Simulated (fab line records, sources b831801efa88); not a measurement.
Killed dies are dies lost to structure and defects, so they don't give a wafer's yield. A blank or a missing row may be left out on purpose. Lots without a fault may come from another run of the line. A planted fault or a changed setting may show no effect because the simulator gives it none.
Chamber matching | flow sky130 | SKY_CONTACT_ETCH_17 on rie_diel-02: 4 sister chambers
The step etches SiO2 in C4F8/O2/Ar, stops on Si3N4, target depth 340 nm. 8 wafers are shown with their chamber, then 7 later ones without.

WAFERS WITH THEIR CHAMBER
wafer  | chamber | oes_product_au (a.u.)
L827.1 | 2       | 0.890
L827.4 | 1       | 0.891
L827.6 | 1       | 0.888
L829.4 | 0       | 0.895
L829.5 | 2       | 0.896
L829.6 | 3       | 0.890
L840.2 | 0       | 0.893
L840.5 | 3       | 0.892

WAFERS WITHOUT THEIR CHAMBER
wafer  | oes_product_au (a.u.)
L840.6 | 0.896
L844.1 | 0.890
L844.3 | 0.888
L844.6 | 0.897
L846.1 | 0.888
L846.2 | 0.897
L846.5 | 0.896

WHICH CHAMBER EACH WENT THROUGH
wafer  | from the rows above               | in truth
L840.6 | can't be placed: 0 or 2 or 3 or 1 | 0
L844.1 | can't be placed: 1 or 3 or 2 or 0 | 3
L844.3 | can't be placed: 1 or 3 or 2 or 0 | 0
L844.6 | can't be placed: 0 or 2 or 3 or 1 | 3
L846.1 | can't be placed: 1 or 3 or 2 or 0 | 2
L846.2 | can't be placed: 0 or 2 or 3 or 1 | 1
L846.5 | can't be placed: 0 or 2 or 3 or 1 | 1
Placed correctly: 0 of 7. Can't be placed from these rows: 7 (the true chamber is among the candidates in 7). Placed wrongly: 0.
How it was worked out, from the rows above alone: a wafer's distance from a chamber is the root of the sum, over the readings, of the square of ((its reading less the chamber's mean) divided by the reading's scatter). The wafer belongs to the nearest chamber; if the next one is less than 2 further off, it can't be placed. A chamber's mean is the mean of its shown wafers. The scatter: the root of (the sum of the squares of (reading less its chamber's mean) over the shown wafers, divided by (wafers less chambers)).
